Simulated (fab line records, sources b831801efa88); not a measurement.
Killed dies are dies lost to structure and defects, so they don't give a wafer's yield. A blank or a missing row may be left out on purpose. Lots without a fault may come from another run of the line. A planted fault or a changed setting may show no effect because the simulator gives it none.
Which tool did it? | flow sky130 | 7 lots, 20 wafers sampled, at 2 steps of a route of 708

WHAT THE GAUGES READ, wafer by wafer
SKY_VIA1_BOW_MEAS_03.
lot  | measured     | on            | VIA1_BOW (um)
L887 | day 33 03:06 | film_metro-04 | 88 79 82
L891 | day 34 08:07 | film_metro-03 | 80 78 89
L889 | day 34 09:37 | film_metro-03 | 79 75 82
L897 | day 36 10:14 | film_metro-04 | 82 80 77
L903 | day 38 08:28 | film_metro-02 | 77 67
L906 | day 38 23:04 | film_metro-02 | 95 74 89
L908 | day 39 08:11 | film_metro-02 | 79 77 86

WHICH TOOL RAN EACH LOT (tool, then ch and the chambers of the sampled wafers, then the start)
lot  | SKY_VIA1_CMP_02
L887 | cmp-01 ch 0,1,2, day 33 02:47
L891 | cmp-01 ch 0,3, day 34 07:49
L889 | cmp-01 ch 0,1,2, day 34 09:19
L897 | cmp-01 ch 0,2,3, day 36 10:05
L903 | cmp-02 ch 2, day 38 08:08
L906 | cmp-02 ch 0,3, day 38 22:45
L908 | cmp-02 ch 1,2,3, day 39 07:59
- SKY_VIA1_CMP_02: polishes SiO2.

THE ANSWER, worked out from the rows above alone
Rule: what is usual is taken from the lots themselves. Put in order of their means at a reading, lots are off if they are a third of the lots or fewer, leave a main group of 4 or more, and stand apart from it by a gap of 3 or more times the standard deviation of the main group's means; of several such gaps the widest counts. A main group whose means are all the same, to the digits that the tables above print for the reading, isn't used. A lot without any number at a reading at which 4 lots or more have one is off too. The other lots that the step has rows for count as sound.
No lot is off at any reading shown: from this, nothing can be told.

WHAT THE SIMULATOR HAD PUT IN
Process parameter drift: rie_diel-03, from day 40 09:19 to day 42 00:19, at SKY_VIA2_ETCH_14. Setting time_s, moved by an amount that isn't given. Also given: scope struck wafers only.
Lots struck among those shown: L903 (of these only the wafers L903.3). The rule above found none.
